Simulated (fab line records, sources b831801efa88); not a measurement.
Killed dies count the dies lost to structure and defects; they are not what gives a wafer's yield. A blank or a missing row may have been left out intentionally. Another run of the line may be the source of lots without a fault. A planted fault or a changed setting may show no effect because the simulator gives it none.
A struck lot beside a sound one / flow sky130 / 14 out of 708 route steps
Sound: these wafers, L396.2, L396.4, L396.5. Struck: wafers L398.1, L398.5 (left out: L398.6, a lot-mate that was not struck); the cause follows at the end.
Each step with rows lists, per side, the tool, then ch with its chambers, then its first start. Under that, the readings that differ: sound wafers / struck wafers / difference of the means / sigmas: that difference in standard deviations of wafers without a fault.
alike: words and numbers the same on both sides, and readings whose means are apart by under 2 such deviations; not compared: readings that were withheld, readings missing a value for some wafer, numbers with overlapping values and no deviation given by the record, and bounds like >300 which may hide the same value.
A row with sigmas, a row that says differs or no value, or rows on one side alone: a step with any of these is where the two part. Numbers that don't overlap but have no deviation are shown without sigmas and don't part them. A reading that every wafer of one side lacks parts them only if that side has two wafers or more.

SKY_VIA3_CD_MEAS_12: target cd 200 nm.
  sound: cd sem-02 at day 41 15:10; struck: cd sem-01 at day 42 10:26
  alike: cd nm
SKY_VIA3_OVL_MEAS_13:
  sound: overlay-01 at day 41 15:16; struck: overlay-02 at day 42 10:34
  alike: VIA3_OVL
SKY_VIA3_ETCH_14: etches BARC in N2/H2, stops on SiO2, time 45.9 s, target depth 60 nm.
  sound on rie diel-03 ch 0,1,3, day 41 15:17; struck on rie diel-01 ch 2,3, day 42 10:35
  alike: drypump motor current A, oes product au, throttle valve pct
  not compared: rf hours counter h
SKY_VIA3_ETCH_15: etches SiO2 in C4F8/O2/Ar, stops on TiN, target depth 507 nm, time 78 s.
  sound on rie diel-03 ch 0,1,3, day 41 15:20; struck on rie diel-01 ch 2,3, day 42 10:38
  alike: oes product au
  not compared: rf hours counter h
SKY_VIA3_STRIP_16: strips in O2/N2.
  sound on plasma asher-03 ch 0,1, day 41 15:23; struck on plasma asher-01 ch 0, day 42 10:41
  alike: drypump motor current A, o2 flow sccm, oes product au, strip time to endpoint s
  not compared: rf hours counter h
then, 3 steps without rows for these wafers: SKY_VIA3_STRIP_17 (strips in post etch residue remover, time 1200 s); SKY_VIA3_CLEAN_18 (cleans in IPA, time 180 s); SKY_VIA3_CLEAN_19 (cleans in O3/DIW).
SKY_VIA3_SPUTTER_20: material TiN, target thk 20 nm, time 80 s.
  sound: pvd sputter-02 at day 41 15:59; struck: pvd sputter-01 at day 42 11:17
  alike: throttle valve pct
then, 1 step without rows for these wafers: SKY_VIA3_CVD_21 (deposits W, target thk 390 nm, time 117.31 s).
SKY_VIA3_RS_MEAS_22: uses a four-point probe to measure.
  sound: film metro-01 at day 41 16:19; struck: film metro-04 at day 42 11:29
  alike: VIA3_W_RS
SKY_VIA3_THK_MEAS_23: measures by xrf.
  sound: film metro-01 at day 41 16:25; struck: film metro-04 at day 42 11:36
  alike: VIA3_W_THK
SKY_VIA3_CMP_24: polishes, stops on SiO2, t overpolish 20 s, target thk 0 nm.
  sound on cmp-02 ch 0,3, day 41 16:28; struck on cmp-01 ch 0,2, day 42 11:49
reading=overpolish run s (s); sound=19.986 19.985 19.990; struck=0.053 0.047; difference=-19.937; sigmas=-99 or more
reading=time to endpoint s (s); sound=92 95 97; struck=148 148; difference=+53; sigmas=+17
  alike: motor current A
SKY_METAL4_SPUTTER_00: material Ti, target thk 15 nm, time 10 s.
  the record has rows for the sound wafers here (pvd sputter-04, day 41 16:46) and none for the struck ones

WHERE THEY PART
At SKY_VIA3_CMP_24 first; at SKY_METAL4_SPUTTER_00 last (within this record only).

WHY: whatever the simulator had introduced
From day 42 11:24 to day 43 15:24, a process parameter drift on cmp-01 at SKY_VIA3_CMP_24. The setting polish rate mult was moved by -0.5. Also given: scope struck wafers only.
